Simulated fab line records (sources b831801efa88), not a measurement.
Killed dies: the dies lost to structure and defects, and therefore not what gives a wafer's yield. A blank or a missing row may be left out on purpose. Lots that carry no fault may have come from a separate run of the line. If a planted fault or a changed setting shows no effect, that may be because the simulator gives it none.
Lot-split experiment / flow sfq line / on a route of 325 steps: 5 lots, 14 wafers read

== SPLIT DETAILS ==
At SFQ_TRILAYER_M2_LITHO_COAT_062 (resist thk 62 nm), the setting resist thk nm was moved away from the recipe's 62 nm on 2 of the 14 wafers read, by -4.6% to +2.9%. For the rest of the wafers, this setting stayed at what the recipe calls for.

== FROM THE SPLIT TO THE READING: what the file shows between them, 3 steps ==
- SFQ_TRILAYER_M2_LITHO_COAT_057: resist thk 600 nm
- SFQ_TRILAYER_M2_LITHO_SOFTBAKE_061
- SFQ_TRILAYER_M2_LITHO_DEVELOP_059: time 60 s

== THE READING ==
etch.depth nm (the simulator's own value, which no gauge read), in nm, at SFQ_TRILAYER_M2_BARC_OPEN_METAL_ETCH_077 (etches BARC in O2, target depth 125 nm, time 41.7 s). No usual value for it is given in the file. Here, 12 wafers ran the recipe; their average is 62.08 nm with a standard deviation of 0.13 nm.

wafer=L074.3; tool, chamber at the split=litho track-01, 0; resist thk nm as run, nm=59.13; against the recipe=-4.6%; etch.depth nm, nm=59.26; against lot-mates on the recipe=-2.82
wafer=L074.6; tool, chamber at the split=litho track-01, 0; resist thk nm as run, nm=62; against the recipe=recipe; etch.depth nm, nm=62.08; against lot-mates on the recipe=-
wafer=L078.1; tool, chamber at the split=litho track-03, 0; resist thk nm as run, nm=62; against the recipe=recipe; etch.depth nm, nm=61.74; against lot-mates on the recipe=-
wafer=L078.4; tool, chamber at the split=litho track-03, 0; resist thk nm as run, nm=63.8; against the recipe=+2.9%; etch.depth nm, nm=63.63; against lot-mates on the recipe=+1.89
wafer=L079.3; tool, chamber at the split=litho track-02, 0; resist thk nm as run, nm=62; against the recipe=recipe; etch.depth nm, nm=61.95; against lot-mates on the recipe=-
wafer=L079.6; tool, chamber at the split=litho track-02, 0; resist thk nm as run, nm=62; against the recipe=recipe; etch.depth nm, nm=62.04; against lot-mates on the recipe=-
wafer=L081.2; tool, chamber at the split=litho track-03, 0; resist thk nm as run, nm=62; against the recipe=recipe; etch.depth nm, nm=62.26; against lot-mates on the recipe=-
wafer=L081.3; tool, chamber at the split=litho track-03, 0; resist thk nm as run, nm=62; against the recipe=recipe; etch.depth nm, nm=62.13; against lot-mates on the recipe=-
wafer=L081.6; tool, chamber at the split=litho track-03, 0; resist thk nm as run, nm=62; against the recipe=recipe; etch.depth nm, nm=62.06; against lot-mates on the recipe=-
wafer=L084.1; tool, chamber at the split=litho track-02, 0; resist thk nm as run, nm=62; against the recipe=recipe; etch.depth nm, nm=62.23; against lot-mates on the recipe=-
wafer=L084.2; tool, chamber at the split=litho track-02, 0; resist thk nm as run, nm=62; against the recipe=recipe; etch.depth nm, nm=62.2; against lot-mates on the recipe=-
wafer=L084.3; tool, chamber at the split=litho track-02, 0; resist thk nm as run, nm=62; against the recipe=recipe; etch.depth nm, nm=62.11; against lot-mates on the recipe=-
wafer=L084.4; tool, chamber at the split=litho track-02, 0; resist thk nm as run, nm=62; against the recipe=recipe; etch.depth nm, nm=62.12; against lot-mates on the recipe=-
wafer=L084.5; tool, chamber at the split=litho track-02, 0; resist thk nm as run, nm=62; against the recipe=recipe; etch.depth nm, nm=62.07; against lot-mates on the recipe=-

FIT RESULTS
A straight line over all 14 wafers: etch.depth nm changes by +0.587 nm for each +1% of resist thk nm; r = +0.99; the points scatter about the line by 0.14 nm.
The same after taking each lot's own level away (the mean of its wafers on the recipe; 14 wafers): +0.622 nm for each +1%; r = +1.00; scatter 0.066 nm.
According to that fit, moving resist thk nm by its largest amount changes the reading by 2.9 nm.
Measured against the standard deviation above, the lots' own levels, which go from 61.740 to 62.150 nm, span 3.1 times it.
Consequently the slope shifts little with the lot-to-lot level, the two slopes agreeing.
Check: for one of the wafers moved furthest among these (-4.6%), held out of the fit, the line's prediction against its lot-mates is -3.01 nm. It came out at -2.82 nm against them.

== THE WHOLE CHAIN: every reading that the file lists as answering this split, in the file's order ==
step=SFQ_TRILAYER_M2_LITHO_COAT_062; what it does=resist thk 62 nm; reading=BARC_of_TRILAYER_M2_LITHO_COAT_062.thk nm (the simulator's own value, which no gauge read); change (the file's fit)=+0.627 nm for each +1% of the setting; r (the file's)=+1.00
step=SFQ_TRILAYER_M2_BARC_OPEN_METAL_ETCH_077; what it does=etches BARC in O2, target depth 125 nm, time 41.7 s; reading=etch.depth nm (the simulator's own value, which no gauge read); change (the file's fit)=+0.621 nm for each +1% of the setting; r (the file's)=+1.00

== FILE'S OWN FIT ==
etch.depth nm changes by +0.621 nm for each +1% of resist thk nm, r = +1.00.
